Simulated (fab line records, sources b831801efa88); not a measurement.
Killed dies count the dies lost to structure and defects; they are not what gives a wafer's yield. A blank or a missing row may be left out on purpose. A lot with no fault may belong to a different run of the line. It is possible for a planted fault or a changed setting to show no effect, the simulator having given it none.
fab line records    flow gf180mcu
record: lots: 14  wafers: 42  last_day: 34
route steps=602 shown STI@5 DNWELL@41 LVPWELL@60 POLY_GATE@167
lots that met no fault: taken from a fault-free run of the same line
start_h: start of the lot's first displayed wafer, in hours after the record's first day    wait_h: hours since the lot's step before    " same as the row above    L1.1+2: several wafers, shown together as one row    - either no value or no given start    * or withheld: withheld    < > ~ a bound
route shown NAME@n: NAME is a module with steps in the file, n the number in the route of the first one    usual: average and standard deviation across the fault-free wafers    same: alike in all rows    chamber/n: place in a boat    sites: per-site readings    _std_site: how widely they spread, as a standard deviation    _edge_site: the outer-site mean with the inner-site mean subtracted    radius_mm: for every site, how far away it sits from the centre of the wafer    mask NAME#n: copy n    behind: the most recent tool/chamber to have shaped the wafer    hold: what put the lot on hold/how long, in hours/how the hold closed    device: the transistor (n, p or np) that didn't switch    end of line: tests of these same wafers at the route's end    a step without rows: its recipe alone    killed: the dies lost at the first sort to structure and to defects; this is not the yield of the wafer    map: a wafer's dies, marking killed ones x, the rest . and places with no die _
set.NAME: the setting as run; set.NAME@STEP: as run at that earlier step    model.NAME: the simulator's own value behind a step, which no gauge read
one table for each step of the route and one row for each wafer, over a sample of lots
== steps ==
step: GF_STI_THK_MEAS_04
recipe: reads: Si3N4_of_STI_CVD_03
usual: STI_CVD_03_THK: 205.6/2.4
lot.wafer  tool           chamber  start_h  wait_h  STI_CVD_03_THK[nm]
L115.2     film_metro-02  -        18.57    0.0     201.2
L115.3     "              -        "        "       200.7
L115.5     "              -        "        "       202.1
L116.2     film_metro-02  -        23.58    0.0     202.0
L116.5     "              -        "        "       203.2
L116.6     "              -        "        "       202.4
L117.1     film_metro-01  -        28.56    0.0     204.5
L117.4     "              -        "        "       204.5
L117.6     "              -        "        "       205.9
L118.1     film_metro-01  -        33.56    0.0     211.7
L118.4     "              -        "        "       210.0
L118.6     "              -        "        "       210.3
L120.1     film_metro-02  -        43.56    0.0     205.2
L120.4     "              -        "        "       204.6
L120.6     "              -        "        "       205.0
L121.3     film_metro-01  -        49.26    0.0     205.2
L121.4     "              -        "        "       206.1
L121.5     "              -        "        "       205.2
L124.1     film_metro-04  -        63.56    0.0     208.9
L124.5     "              -        "        "       211.1
L124.6     "              -        "        "       211.1
L129.2     film_metro-02  -        89.42    0.0     205.4
L129.3     "              -        "        "       206.0
L129.5     "              -        "        "       204.2
L131.2     film_metro-04  -        98.57    0.0     203.6
L131.3     "              -        "        "       203.3
L131.4     "              -        "        "       204.1
L133.4     film_metro-01  -        111.08   0.0     207.6
L133.5     "              -        "        "       207.3
L133.6     "              -        "        "       207.4
L134.2     film_metro-01  -        115.22   0.0     206.2
L134.4     "              -        "        "       205.2
L134.6     "              -        "        "       207.1
L135.1     film_metro-04  -        118.56   0.0     205.1
L135.3     "              -        "        "       208.5
L135.6     "              -        "        "       205.7
L136.1     film_metro-02  -        124.39   0.0     208.9
L136.2     "              -        "        "       206.0
L136.5     "              -        "        "       207.4
L137.1     film_metro-01  -        130.36   0.0     203.8
L137.2     "              -        "        "       201.2
L137.6     "              -        "        "       203.0
step: GF_DNWELL_TW_MEAS_09
usual: DNWELL_TW: 1346/10
lot.wafer  tool           chamber  start_h  wait_h  DNWELL_TW
L115.2     film_metro-01  -        44.77    0.1     1337
L115.3     "              -        "        "       1335
L115.5     "              -        "        "       1337
L116.2     film_metro-01  -        62.67    0.1     1332
L116.5     "              -        "        "       1331
L116.6     "              -        "        "       1325
L117.1     film_metro-01  -        64.23    0.1     1336
L117.4     "              -        "        "       1334
L117.6     "              -        "        "       1341
L118.1     film_metro-03  -        66.93    0.1     1349
L118.4     "              -        "        "       1354
L118.6     "              -        "        "       1350
L120.1     film_metro-02  -        71.63    0.1     1346
L120.4     "              -        "        "       1350
L120.6     "              -        "        "       1347
L121.3     film_metro-01  -        79.71    0.1     1349
L121.4     "              -        "        "       1342
L121.5     "              -        "        "       1341
L124.1     film_metro-03  -        98.16    0.1     1342
L124.5     "              -        "        "       1356
L124.6     "              -        "        "       1353
L129.2     film_metro-01  -        124.49   0.1     1335
L129.3     "              -        "        "       1329
L129.5     "              -        "        "       1333
L131.2     film_metro-03  -        132.92   0.1     1358
L131.3     "              -        "        "       1356
L131.4     "              -        "        "       1350
L133.4     film_metro-02  -        144.61   0.1     1358
L133.5     "              -        "        "       1363
L133.6     "              -        "        "       1357
L134.2     film_metro-02  -        151.67   0.1     1351
L134.4     "              -        "        "       1358
L134.6     "              -        "        "       1360
L135.1     film_metro-02  -        156.39   0.1     1365
L135.3     "              -        "        "       1358
L135.6     "              -        "        "       1363
L136.1     film_metro-01  -        161.65   0.1     1341
L136.2     "              -        "        "       1336
L136.5     "              -        "        "       1349
L137.1     film_metro-01  -        166.56   0.1     1342
L137.2     "              -        "        "       1328
L137.6     "              -        "        "       1331
step: GF_LVPWELL_DEVELOP_06
recipe: wall_angle_deg: 90  develop_time_s: 60  dev_temp_c: 23
usual: developer_temp_C: 22.97/0.1
lot.wafer  tool            chamber  start_h  wait_h  developer_temp_C
L115.2     litho_track-04  0        66       -       23.06
L115.3     "               0        67       -       22.96
L115.5     "               0        "        "       23.08
L116.2     litho_track-04  0        89       -       22.91
L116.5     "               0        "        "       23.02
L116.6     "               0        "        "       23.04
L117.1     litho_track-01  0        90       -       22.86
L117.4     "               0        "        "       22.96
L117.6     "               0        "        "       22.93
L118.1     litho_track-04  0        94       -       22.85
L118.4     "               0        "        "       22.93
L118.6     "               0        "        "       23.04
L120.1     litho_track-02  0        99       -       22.85
L120.4     "               0        "        "       23.07
L120.6     "               0        "        "       23.03
L121.3     litho_track-04  0        107      -       20.57
L121.4     "               0        "        "       20.65
L121.5     "               0        "        "       20.54
L124.1     litho_track-04  0        126      -       20.57
L124.5     "               0        "        "       20.73
L124.6     "               0        "        "       20.52
L129.2     litho_track-02  0        156      -       22.96
L129.3     "               0        "        "       22.83
L129.5     "               0        "        "       22.87
L131.2     litho_track-01  0        165      -       23.07
L131.3     "               0        "        "       23.03
L131.4     "               0        "        "       23.00
L133.4     litho_track-02  0        178      -       22.78
L133.5     "               0        "        "       23.04
L133.6     "               0        "        "       22.93
L134.2     litho_track-01  0        184      -       22.96
L134.4     "               0        "        "       23.13
L134.6     "               0        "        "       23.03
L135.1     litho_track-02  0        191      -       23.11
L135.3     "               0        "        "       23.22
L135.6     "               0        "        "       23.04
L136.1     litho_track-04  0        196      -       23.07
L136.2     "               0        "        "       23.06
L136.5     "               0        "        "       22.93
L137.1     litho_track-04  0        200      -       22.99
L137.2     "               0        "        "       23.09
L137.6     "               0        "        "       23.13
step: GF_POLY_GATE_CD_MEAS_10
recipe: target_cd_nm: 280
usual: cd_nm: 280.0/1.2
lot.wafer  tool       chamber  start_h  wait_h  cd_nm
L115.2     cd_sem-02  -        196.73   0.1     278.6
L115.3     "          -        "        "       279.0
L115.5     "          -        "        "       277.7
L116.2     cd_sem-02  -        224.88   0.1     279.9
L116.5     "          -        "        "       279.2
L116.6     "          -        "        "       279.1
L117.1     cd_sem-02  -        228.11   0.1     280.4
L117.4     "          -        "        "       279.6
L117.6     "          -        "        "       279.6
L118.1     cd_sem-02  -        232.11   0.1     281.7
L118.4     "          -        "        "       280.1
L118.6     "          -        "        "       280.3
L120.1     cd_sem-01  -        237.71   0.1     278.2
L120.4     "          -        "        "       279.2
L120.6     "          -        "        "       278.7
L121.3     cd_sem-02  -        250.58   0.1     279.3
L121.4     "          -        "        "       280.0
L121.5     "          -        "        "       280.0
L124.1     cd_sem-02  -        276.36   0.1     279.6
L124.5     "          -        "        "       278.6
L124.6     "          -        "        "       278.7
L129.2     cd_sem-02  -        310.63   0.1     280.2
L129.3     "          -        "        "       280.5
L129.5     "          -        "        "       279.8
L131.2     cd_sem-02  -        321.68   0.1     279.4
L131.3     "          -        "        "       278.3
L131.4     "          -        "        "       279.1
L133.4     cd_sem-01  -        338.14   0.1     279.8
L133.5     "          -        "        "       279.5
L133.6     "          -        "        "       279.4
L134.2     cd_sem-02  -        346.25   0.1     282.5
L134.4     "          -        "        "       282.6
L134.6     "          -        "        "       282.2
L135.1     cd_sem-02  -        352.13   0.1     282.5
L135.3     "          -        "        "       280.8
L135.6     "          -        "        "       281.1
L136.1     cd_sem-01  -        358.44   0.1     281.3
L136.2     "          -        "        "       281.9
L136.5     "          -        "        "       281.8
L137.1     cd_sem-01  -        363.96   0.1     278.6
L137.2     "          -        "        "       278.9
L137.6     "          -        "        "       278.8
== key ==
first_sign: step: GF_LVPWELL_DEVELOP_06  reading: developer_temp_C  direction: down  sigmas: 23  usual: *  struck: *
effect none on later readings
met_at GF_LVPWELL_DEVELOP_06
struck_lots L121,L124
tester_left_out L121,L124
not_acting_at GF_STI_THK_MEAS_04,GF_DNWELL_TW_MEAS_09,GF_POLY_GATE_CD_MEAS_10
onset_between 94 107
fault: kind: process_parameter_drift  tool: litho_track-04  chamber: -  onset_h: 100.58  steps: GF_LVPWELL_DEVELOP_06  channel: dev_temp_c  offset: *  shape: step  end_h: 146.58  acts_in: *  stated: *
tester_left_out: of these lots the tester's yield and bins aren't shown, on N5 and GAA mostly nor the transistor test; their killed dies are dies lost to structure and defects alone, not to doping, threshold or leakage, so they don't give the yield
